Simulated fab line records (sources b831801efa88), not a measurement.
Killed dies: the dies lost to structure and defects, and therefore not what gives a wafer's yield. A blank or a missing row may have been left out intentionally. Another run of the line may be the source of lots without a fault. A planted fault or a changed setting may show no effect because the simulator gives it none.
The tool behind it: which one?	flow gf180mcu	13 lots with 39 wafers sampled at 6 steps, on a route of 602 steps

WHAT THE GAUGES SHOWED, per wafer
GF_MVPSD_TW_MEAS_11.
lot	measured	on	MVPSD_TW
L325	day 5 01:59	film_metro-01	554.0 554.5 551.3
L327	day 5 18:42	film_metro-04	550.0 551.5 552.7
L329	day 6 10:56	film_metro-01	556.3 557.0 553.2
L330	day 6 19:46	film_metro-02	553.5 555.1 554.9
L331	day 7 00:16	film_metro-04	553.1 552.5 549.3
L334	day 7 17:22	film_metro-04	550.1 551.8 547.3
L337	day 8 04:10	film_metro-02	554.1 554.2 557.8
L339	day 8 16:41	film_metro-04	686.7 686.7 689.6
L340	day 8 23:59	film_metro-04	553.4 551.9 552.2
L342	day 9 09:48	film_metro-04	547.1 548.3 548.2
L344	day 9 21:08	film_metro-02	687.2 687.9 685.9
L345	day 10 01:45	film_metro-04	549.6 547.7 550.3
L347	day 10 17:14	film_metro-04	551.3 550.9 548.6

GF_VT_IMPLANT_RS_MEAS_49: measures by four-point-probe.
lot	measured	on	MVPSD_RS (ohm/sq)
L325	day 7 15:41	film_metro-04	1169 1169 1173
L327	day 8 10:38	film_metro-01	1169 1165 1164
L329	day 9 05:10	film_metro-01	1170 1169 1166
L330	day 9 16:24	film_metro-04	1171 1165 1167
L331	day 9 20:04	film_metro-04	1171 1169 1174
L334	day 10 16:37	film_metro-01	1170 1169 1170
L337	day 11 02:21	film_metro-02	1165 1167 1164
L339	day 11 17:37	film_metro-02	696 696 696
L340	day 12 01:32	film_metro-04	1165 1167 1160
L342	day 12 12:31	film_metro-02	1175 1173 1172
L344	day 13 03:17	film_metro-01	697 695 695
L345	day 13 06:12	film_metro-01	1170 1167 1170
L347	day 14 00:16	film_metro-01	1165 1165 1165

GF_HV_LDD_TW_MEAS_11.
lot	measured	on	HV_LDD_TW
L325	day 10 04:35	film_metro-02	2407 2421 2410
L327	day 10 22:05	film_metro-02	2413 2407 2405
L329	day 11 18:31	film_metro-02	2408 2413 2413
L330	day 12 06:55	film_metro-04	2395 2402 2397
L331	day 12 13:47	film_metro-02	2411 2413 2422
L334	day 13 10:11	film_metro-01	2393 2400 2402
L337	day 13 23:11	film_metro-02	2391 2411 2409
L339	day 14 13:59	film_metro-01	2383 2393 2384
L340	day 15 06:14	film_metro-02	2406 2412 2409
L342	day 15 10:34	film_metro-01	2406 2393 2404
L344	day 16 08:00	film_metro-02	2406 2400 2387
L345	day 16 10:37	film_metro-01	2374 2376 2378
L347	day 17 10:26	film_metro-02	2413 2400 2417

GF_M1_OVL_MEAS_15.
lot	measured	on	M1_OVL (nm)
L325	day 17 10:14	overlay-02	-6 -4 0
L327	day 18 07:29	overlay-01	-2 -1 -9
L329	day 19 10:20	overlay-01	5 0 3
L330	day 20 01:26	overlay-02	-5 -9 4
L331	day 20 10:50	overlay-02	2 -10 -5
L334	day 21 11:34	overlay-02	2 0 2
L337	day 21 23:16	overlay-02	1 -4 -8
L339	day 22 19:08	overlay-02	2 0 4
L340	day 23 14:16	overlay-01	-3 -7 1
L342	day 23 18:59	overlay-01	-10 -4 -15
L344	day 24 16:08	overlay-01	3 0 -6
L345	day 24 18:17	overlay-02	0 12 -6
L347	day 25 16:38	overlay-02	-2 1 -3

WHICH TOOL RAN EACH LOT (tool, then ch and the chambers of the sampled wafers, then the start)
lot	GF_MVPSD_IMPLANT_09	GF_SALICIDE_SPUTTER_03
L325	implanter-01 ch 0, day 5 01:44	pvd_sputter-04, day 15 09:54
L327	implanter-04 ch 0, day 5 18:26	pvd_sputter-04, day 16 05:58
L329	implanter-01 ch 0, day 6 10:41	pvd_sputter-03, day 17 07:33
L330	implanter-01 ch 0, day 6 19:32	pvd_sputter-01, day 17 22:14
L331	implanter-04 ch 0, day 7 00:01	pvd_sputter-01, day 18 06:39
L334	implanter-04 ch 0, day 7 17:07	pvd_sputter-04, day 19 07:09
L337	implanter-04 ch 0, day 8 03:56	pvd_sputter-01, day 19 19:57
L339	implanter-04 ch 0, day 8 16:26	pvd_sputter-01, day 20 16:10
L340	implanter-02 ch 0, day 8 23:44	pvd_sputter-01, day 21 12:16
L342	implanter-02 ch 0, day 9 09:33	pvd_sputter-04, day 21 16:46
L344	implanter-04 ch 0, day 9 20:55	pvd_sputter-01, day 22 15:48
L345	implanter-02 ch 0, day 10 01:31	pvd_sputter-04, day 22 17:04
L347	implanter-01 ch 0, day 10 16:59	pvd_sputter-01, day 23 17:40
- GF_MVPSD_IMPLANT_09
- GF_SALICIDE_SPUTTER_03: material TiN, target thk 20 nm, time 16.7 s.

WHAT THE TOOLS THEMSELVES READ (means of the sampled wafers that have a number; where no wafer has one, the mark that the record gives instead)
GF_MVPSD_IMPLANT_09.
lot	tool	dose_ions_cm2	faraday_current_uA
L325	implanter-01	5e+12	28.2
L327	implanter-04	5e+12	28.4
L329	implanter-01	5e+12	28.1
L330	implanter-01	5e+12	27.9
L331	implanter-04	5e+12	28.0
L334	implanter-04	5e+12	27.7
L337	implanter-04	5e+12	27.9
L339	implanter-04	4e+13	197.0
L340	implanter-02	5e+12	28.1
L342	implanter-02	5e+12	28.7
L344	implanter-04	4e+13	199.6
L345	implanter-02	5e+12	28.0
L347	implanter-01	5e+12	28.6

GF_SALICIDE_SPUTTER_03.
lot	tool	chamber_pressure_pa (Pa)	throttle_valve_pct (%)
L325	pvd_sputter-04	0.4012	29.7
L327	pvd_sputter-04	0.3997	29.7
L329	pvd_sputter-03	0.4000	30.3
L330	pvd_sputter-01	0.3997	30.6
L331	pvd_sputter-01	0.3990	29.3
L334	pvd_sputter-04	0.3991	29.8
L337	pvd_sputter-01	0.3999	30.7
L339	pvd_sputter-01	0.4002	30.5
L340	pvd_sputter-01	0.4001	30.1
L342	pvd_sputter-04	0.3999	30.3
L344	pvd_sputter-01	0.3996	30.6
L345	pvd_sputter-04	0.4004	29.9
L347	pvd_sputter-01	0.4004	30.0

THE ANSWER, worked out from the rows above alone
Rule: the lots themselves supply what counts as usual. Put in order of their means at a reading, lots are off if they are a third of the lots or fewer, leave a main group of 4 or more, and stand apart from it by a gap of 3 or more times the standard deviation of the main group's means; of several such gaps the widest counts. Not used: any main group whose means are identical at the precision the tables above print for the reading. Also off: a lot with no number at a reading for which 4 or more lots have one. Any other lot the step has rows for is counted as sound. Order of review: gauges by route order, followed by the tools' own readings, for which a lot's mean as printed above is used. The first step at which some lot is off is used, and at that step the reading that is off furthest; a lot without a number counts as furthest.
Off: at GF_MVPSD_TW_MEAS_11 (MVPSD_TW), L339, L344. Mean 551.9 and standard deviation 2.4 in the main group.
A tool fits if, at a process step before that reading, it ran every lot that is off, and no sound lot after the first of them. The gauges at GF_MVPSD_TW_MEAS_11 aren't tried: what is off there is off at GF_MVPSD_IMPLANT_09 too, on other tools, and a gauge's error can't cause that. One fits: GF_MVPSD_IMPLANT_09 on implanter-04. Its last sound lot is L337 (day 8 03:56), its first lot that is off L339 (day 8 16:26): a fault that began between those two fits.
The tool's own readings at GF_MVPSD_IMPLANT_09 bear it out: on the lots that are off they differ by more than 5 times the standard deviation of the sound lots' means. dose_ions_cm2 reads 4e+13 there against 5e+12 on the sound lots; faraday_current_uA reads 198.3 there against 28.1 on the sound lots.

WHAT THE SIMULATOR HAD INSERTED
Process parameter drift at GF_MVPSD_IMPLANT_09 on implanter-04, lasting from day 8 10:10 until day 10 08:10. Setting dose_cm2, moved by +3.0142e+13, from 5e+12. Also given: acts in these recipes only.
Struck lots among those shown: L339, L344. The rule above reached the same finding.
